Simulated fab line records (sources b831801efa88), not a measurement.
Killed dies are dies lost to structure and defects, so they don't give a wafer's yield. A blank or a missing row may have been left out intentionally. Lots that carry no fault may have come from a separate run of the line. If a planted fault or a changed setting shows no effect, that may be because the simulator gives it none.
fab line records	flow gf180mcu
record: lots: 13	wafers: 39	last_day: 34
route steps=602 shown NWELL@50 POLY_GATE@168 HV_LDD@198 NSD@246
lots untouched by any fault: they come from a run of this same line in which no faults occurred
start_h: start of the lot's first displayed wafer, in hours after the record's first day	wait_h: how many hours have passed since the lot's step before this one	" same as the row above	L1.1+2: several wafers, shown together as one row	- no value, or no start given	* or withheld: withheld	< > ~ a bound
route shown NAME@n: NAME is a module with steps in the file, n the number in the route of the first one	usual: mean/standard deviation of fault-free wafers	same: alike in all rows	chamber/n: place in a boat	sites: the reading at each site	_std_site: the values' standard deviation	_edge_site: outer sites' mean less inner sites'	radius_mm: for every site, how far away it sits from the centre of the wafer	mask NAME#n: copy n	behind: the most recent tool/chamber to have shaped the wafer	hold: why the lot was held/for how many hours/how that ended	device: whichever transistor did not switch (one of n, p or np)	end of line: tests of these same wafers at the route's end	step lacking rows: just its recipe	killed: dies lost to structure and defects at the first sort, not the wafer's yield	map: a wafer's dies, x killed, . not, _ none there
set.NAME: setting as actually run; set.NAME@STEP: the setting as run at that earlier step	model.NAME: the simulator's own value behind a step, which no gauge read
route steps across a sampled set of lots; one table per step, one row per wafer
services: when a tool's chamber went out of use (start_h, in hours from the record's first day, below 0 if earlier), for how many hours, and the reason
== steps ==
step: GF_NWELL_IMPLANT_08
recipe: species: P	energy_kev: 450	dose_cm2: 1.5e+13	tilt_deg: 0
usual: beam_energy_keV: 449.98/0.13
same: implant_ion_amu: 31
lot.wafer	tool	chamber	start_h	wait_h	beam_energy_keV
L369.2	implanter-01	0	55.42	0.0	450.02
L369.3	"	0	"	"	449.86
L369.5	"	0	"	"	449.71
L370.1	implanter-02	0	61.29	0.0	449.96
L370.2	"	0	"	"	449.83
L370.3	"	0	"	"	449.87
L371.1	implanter-01	0	66.70	0.0	449.95
L371.3	"	0	"	"	449.94
L371.6	"	0	"	"	449.81
L372.2	implanter-03	0	71.79	0.0	450.07
L372.5	"	0	"	"	450.14
L372.6	"	0	"	"	449.86
L373.2	implanter-02	0	78.22	0.0	449.96
L373.3	"	0	"	"	450.02
L373.6	"	0	"	"	449.84
L380.1	implanter-02	0	116.10	0.0	509.28
L380.5	"	0	"	"	509.32
L380.6	"	0	"	"	509.20
L381.1	implanter-02	0	122.10	0.0	509.35
L381.3	"	0	"	"	509.40
L381.5	"	0	"	"	509.52
L383.3	implanter-03	0	132.70	0.1	449.97
L383.4	"	0	"	"	449.98
L383.6	"	0	"	"	449.99
L384.2	implanter-03	0	138.27	0.0	450.05
L384.4	"	0	"	"	449.94
L384.5	"	0	"	"	449.82
L387.4	implanter-03	0	153.17	0.1	449.99
L387.5	"	0	"	"	449.90
L387.6	"	0	"	"	449.93
L388.2	implanter-03	0	160.24	0.0	449.97
L388.3	"	0	"	"	449.71
L388.6	"	0	"	"	450.05
L390.1	implanter-01	0	170.17	0.0	450.03
L390.3	"	0	"	"	450.01
L390.6	"	0	"	"	450.12
L391.1	implanter-01	0	174.75	0.0	449.98
L391.3	"	0	"	"	449.86
L391.4	"	0	"	"	449.90
step: GF_VT_IMPLANT_RS_MEAS_47
recipe: thk_meas_gauge: four-point-probe
usual: NWELL_RS: 487.9/1.2
lot.wafer	tool	chamber	start_h	wait_h	NWELL_RS[ohm/sq]
L369.2	film_metro-03	-	157.99	0.1	487.8
L369.3	"	-	"	"	485.3
L369.5	"	-	"	"	485.8
L370.1	film_metro-03	-	165.80	0.1	488.1
L370.2	"	-	"	"	488.0
L370.3	"	-	"	"	489.9
L371.1	film_metro-03	-	173.32	0.1	488.7
L371.3	"	-	"	"	486.6
L371.6	"	-	"	"	488.8
L372.2	film_metro-03	-	176.52	0.1	487.5
L372.5	"	-	"	"	486.4
L372.6	"	-	"	"	488.3
L373.2	film_metro-03	-	184.80	0.1	488.0
L373.3	"	-	"	"	486.6
L373.6	"	-	"	"	486.9
L380.1	film_metro-04	-	232.88	0.1	478.9
L380.5	"	-	"	"	479.4
L380.6	"	-	"	"	479.1
L381.1	film_metro-03	-	237.03	0.1	478.1
L381.3	"	-	"	"	477.9
L381.5	"	-	"	"	478.3
L383.3	film_metro-03	-	252.39	0.1	489.6
L383.4	"	-	"	"	486.8
L383.6	"	-	"	"	486.7
L384.2	film_metro-04	-	258.30	0.1	488.9
L384.4	"	-	"	"	487.7
L384.5	"	-	"	"	488.4
L387.4	film_metro-04	-	277.50	0.1	489.1
L387.5	"	-	"	"	490.0
L387.6	"	-	"	"	488.5
L388.2	film_metro-04	-	285.72	0.1	489.6
L388.3	"	-	"	"	487.9
L388.6	"	-	"	"	488.6
L390.1	film_metro-01	-	297.73	0.1	487.7
L390.3	"	-	"	"	487.6
L390.6	"	-	"	"	488.4
L391.1	film_metro-03	-	305.74	0.1	488.8
L391.3	"	-	"	"	488.4
L391.4	"	-	"	"	488.8
step: GF_POLY_GATE_OVL_MEAS_11
usual: POLY_GATE_OVL: -2/5.6
lot.wafer	tool	chamber	start_h	wait_h	POLY_GATE_OVL[nm]
L369.2	overlay-01	-	202.90	0.1	0
L369.3	"	-	"	"	3
L369.5	"	-	"	"	-2
L370.1	overlay-02	-	210.18	0.1	-6
L370.2	"	-	"	"	-8
L370.3	"	-	"	"	-7
L371.1	overlay-02	-	214.68	0.1	-3
L371.3	"	-	"	"	-8
L371.6	"	-	"	"	-10
L372.2	overlay-01	-	224.68	0.1	-7
L372.5	"	-	"	"	-7
L372.6	"	-	"	"	-9
L373.2	overlay-02	-	227.65	0.1	-10
L373.3	"	-	"	"	-6
L373.6	"	-	"	"	-4
L380.1	overlay-01	-	276.38	0.1	6
L380.5	"	-	"	"	8
L380.6	"	-	"	"	3
L381.1	overlay-01	-	281.83	0.1	-11
L381.3	"	-	"	"	0
L381.5	"	-	"	"	0
L383.3	overlay-02	-	296.71	0.1	-2
L383.4	"	-	"	"	0
L383.6	"	-	"	"	-2
L384.2	overlay-01	-	302.34	0.1	2
L384.4	"	-	"	"	8
L384.5	"	-	"	"	2
L387.4	overlay-02	-	323.96	0.1	-2
L387.5	"	-	"	"	3
L387.6	"	-	"	"	-4
L388.2	overlay-02	-	335.23	0.1	3
L388.3	"	-	"	"	2
L388.6	"	-	"	"	6
L390.1	overlay-02	-	346.17	0.1	-12
L390.3	"	-	"	"	-12
L390.6	"	-	"	"	-12
L391.1	overlay-02	-	353.57	0.1	-3
L391.3	"	-	"	"	-2
L391.4	"	-	"	"	-2
step: GF_HV_LDD_STRIP_22
recipe: chemistry: O2/N2	power_w: 1400	pressure_mtorr: 1500	platen_temp_c: 250	o2_flow_sccm: 3000	n2_flow_sccm: 300	overash_fraction: 0.5
usual: drypump_motor_current_A: 5.9/0.57	heater_power_w: 328/36	oes_product_au: 0.716/0.0045	strip_time_to_endpoint_s: 12.62/0.032
lot.wafer	tool	chamber	start_h	wait_h	drypump_motor_current_A	heater_power_w	oes_product_au	rf_hours_counter_h	strip_time_to_endpoint_s
L369.2	plasma_asher-04	1	241.93	0.1	5.3	309	0.714	60	12.64
L369.3	"	0	"	"	6.7	335	0.718	-	12.61
L369.5	"	1	"	"	5.3	306	0.717	-	12.62
L370.1	plasma_asher-01	1	249.99	0.1	5.8	374	0.721	44	12.59
L370.2	"	0	"	"	6.6	255	0.714	44	12.60
L370.3	"	0	"	"	6.6	256	0.715	-	12.62
L371.1	plasma_asher-01	0	253.29	0.1	6.6	259	0.711	45	12.60
L371.3	"	0	"	"	6.6	261	0.712	-	12.60
L371.6	"	1	"	"	5.8	376	0.721	-	12.61
L372.2	plasma_asher-04	0	263.64	0.1	6.7	340	0.721	62	12.58
L372.5	"	1	"	"	5.3	313	0.712	-	12.64
L372.6	"	0	"	"	6.7	342	0.722	-	12.61
L373.2	plasma_asher-03	1	267.78	0.1	5.9	349	0.716	60	12.57
L373.3	"	1	"	"	5.9	345	0.716	-	12.57
L373.6	"	0	"	"	5.3	340	0.719	-	12.56
L380.1	plasma_asher-04	1	319.93	0.1	5.3	307	0.712	68	12.56
L380.5	"	0	"	"	6.7	339	0.711	-	12.62
L380.6	"	1	"	"	5.3	315	0.717	-	12.63
L381.1	plasma_asher-03	1	325.02	0.1	5.9	344	0.721	65	12.59
L381.3	"	0	"	"	5.3	345	0.720	-	12.64
L381.5	"	0	"	"	5.3	340	0.719	-	12.63
L383.3	plasma_asher-01	1	340.66	0.1	5.8	368	0.722	-	12.58
L383.4	"	0	"	"	6.6	253	0.721	-	12.61
L383.6	"	0	"	"	6.6	262	0.714	-	12.58
L384.2	plasma_asher-03	1	347.08	0.1	5.9	344	0.722	67	12.64
L384.4	"	0	"	"	5.3	338	0.713	-	12.61
L384.5	"	0	"	"	5.3	340	0.708	-	12.63
L387.4	plasma_asher-04	0	369.45	0.1	6.7	339	0.718	-	12.64
L387.5	"	1	"	"	5.3	318	0.717	-	12.61
L387.6	"	0	"	"	6.7	338	0.716	-	12.63
L388.2	plasma_asher-04	0	382.48	0.1	6.7	350	0.726	74	12.61
L388.3	"	1	"	"	5.3	307	0.716	-	12.67
L388.6	"	0	"	"	6.7	334	0.722	-	12.64
L390.1	plasma_asher-04	0	393.17	0.1	6.7	343	0.718	76	12.60
L390.3	"	0	"	"	6.7	340	0.710	-	12.60
L390.6	"	1	"	"	5.3	310	0.716	-	12.62
L391.1	plasma_asher-03	0	400.63	0.1	5.3	347	0.714	72	12.66
L391.3	"	0	"	"	5.3	344	0.714	-	12.65
L391.4	"	1	"	"	5.9	342	0.714	-	12.65
step: GF_NSD_STRIP_11
recipe: chemistry: O2/N2	power_w: 1400	pressure_mtorr: 1500	platen_temp_c: 250	o2_flow_sccm: 3000	n2_flow_sccm: 300	overash_fraction: 0.5
usual: drypump_motor_current_A: 6.0/0.61	heater_power_w: 334/44	oes_product_au: 0.487/0.0049	strip_time_to_endpoint_s: 22.95/0.037
lot.wafer	tool	chamber	start_h	wait_h	drypump_motor_current_A	heater_power_w	oes_product_au	rf_hours_counter_h	strip_time_to_endpoint_s
L369.2	plasma_asher-01	1	304.77	0.1	5.8	363	0.489	50	23.03
L369.3	"	1	"	"	5.8	366	0.487	-	23.03
L369.5	"	0	"	"	6.6	263	0.486	-	22.96
L370.1	plasma_asher-01	0	313.29	0.1	6.6	257	0.483	51	22.95
L370.2	"	1	"	"	5.8	380	0.484	51	22.98
L370.3	"	0	"	"	6.6	257	0.483	-	22.97
L371.1	plasma_asher-01	0	316.46	0.1	6.6	256	0.488	52	22.93
L371.3	"	0	"	"	6.6	255	0.492	-	22.92
L371.6	"	0	"	"	6.6	264	0.500	-	22.90
L372.2	plasma_asher-04	0	327.08	0.1	6.7	345	0.484	69	22.91
L372.5	"	0	"	"	6.7	348	0.486	-	22.92
L372.6	"	1	"	"	5.3	320	0.494	-	22.91
L373.2	plasma_asher-02	1	334.01	0.1	6.2	371	0.484	23	22.98
L373.3	"	0	"	"	5.1	350	0.485	-	22.98
L373.6	"	1	"	"	6.3	379	0.485	-	22.95
L380.1	plasma_asher-01	1	390.27	0.1	5.8	375	0.492	60	22.97
L380.5	"	0	"	"	6.6	259	0.486	-	22.96
L380.6	"	1	"	"	5.8	372	0.483	-	22.95
L381.1	plasma_asher-02	1	395.13	0.1	6.2	378	0.493	30	22.92
L381.3	"	1	"	"	6.2	368	0.480	-	22.92
L381.5	"	1	"	"	6.2	376	0.487	-	22.88
L383.3	plasma_asher-01	0	412.74	0.1	6.6	262	0.489	-	22.91
L383.4	"	1	"	"	5.8	368	0.490	-	22.89
L383.6	"	1	"	"	5.8	377	0.486	-	22.93
L384.2	plasma_asher-04	0	419.11	0.1	6.7	339	0.487	79	22.91
L384.4	"	0	"	"	6.8	344	0.494	-	22.93
L384.5	"	0	"	"	6.8	331	0.486	-	22.94
L387.4	plasma_asher-02	1	443.45	0.1	6.2	374	0.490	-	22.96
L387.5	"	0	"	"	5.1	351	0.489	-	22.94
L387.6	"	1	"	"	6.2	380	0.489	-	22.94
L388.2	plasma_asher-01	1	457.08	0.1	5.8	370	0.483	68	22.99
L388.3	"	0	"	"	6.6	263	0.489	-	23.00
L388.6	"	1	"	"	5.8	375	0.486	-	22.96
L390.1	plasma_asher-02	0	468.98	0.1	5.1	351	0.495	38	22.98
L390.3	"	1	"	"	6.2	381	0.476	-	23.00
L390.6	"	0	"	"	5.1	366	0.484	-	22.92
L391.1	plasma_asher-04	0	476.17	0.1	6.7	342	0.492	85	22.94
L391.3	"	0	"	"	6.7	330	0.490	-	22.97
L391.4	"	1	"	"	5.3	315	0.480	-	22.94
== services ==
tool	chamber	start_h	hours	kind
implanter-03	-	38.22	5.1	pm
plasma_asher-01	-	89.64	9.4	repair
plasma_asher-04	-	98.58	14.6	pm
plasma_asher-01	-	98.93	2.6	repair
plasma_asher-02	-	108.75	9.0	pm
plasma_asher-03	-	113.18	14.6	pm
implanter-01	-	115.00	0.9	repair
implanter-01	-	151.88	1.4	repair
plasma_asher-01	-	172.86	24.5	repair
plasma_asher-03	-	183.21	3.0	repair
implanter-01	-	187.36	35.9	pm
implanter-03	-	197.99	3.6	pm
plasma_asher-01	-	202.65	2.8	pm
implanter-01	-	223.26	8.5	pm
implanter-03	-	249.87	1.8	repair
implanter-03	-	250.19	6.7	repair
plasma_asher-04	-	267.46	3.6	repair
implanter-03	-	293.93	1.4	repair
implanter-03	-	318.28	2.9	repair
implanter-03	-	324.07	2.4	repair
implanter-03	-	328.63	9.1	repair
plasma_asher-04	-	345.49	1.9	repair
implanter-03	-	411.22	4.3	repair
implanter-03	-	472.51	4.6	repair
== key ==
first_sign: step: GF_NWELL_IMPLANT_08	reading: beam_energy_keV	direction: up	sigmas: 99+	usual: 449.98	struck: 509.35
effect: step: GF_VT_IMPLANT_RS_MEAS_47	reading: NWELL_RS	direction: down	sigmas: 7.6	usual: 487.9	struck: 478.6
met_at GF_NWELL_IMPLANT_08
struck_lots L380,L381
tester_left_out L380,L381
not_acting_at GF_POLY_GATE_OVL_MEAS_11,GF_HV_LDD_STRIP_22,GF_NSD_STRIP_11
onset_between 78.22 116.10
fault: kind: process_parameter_drift	tool: implanter-02	chamber: -	onset_h: 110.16	steps: GF_NWELL_IMPLANT_08	channel: energy_kev	offset: 59.302	shape: step	end_h: 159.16	acts_in: these_recipes_only	stated: 450
tester_left_out: of these lots the tester's yield and bins aren't shown, on N5 and GAA mostly nor the transistor test; their killed dies are dies lost to structure and defects alone, not to doping, threshold or leakage, so they don't give the yield
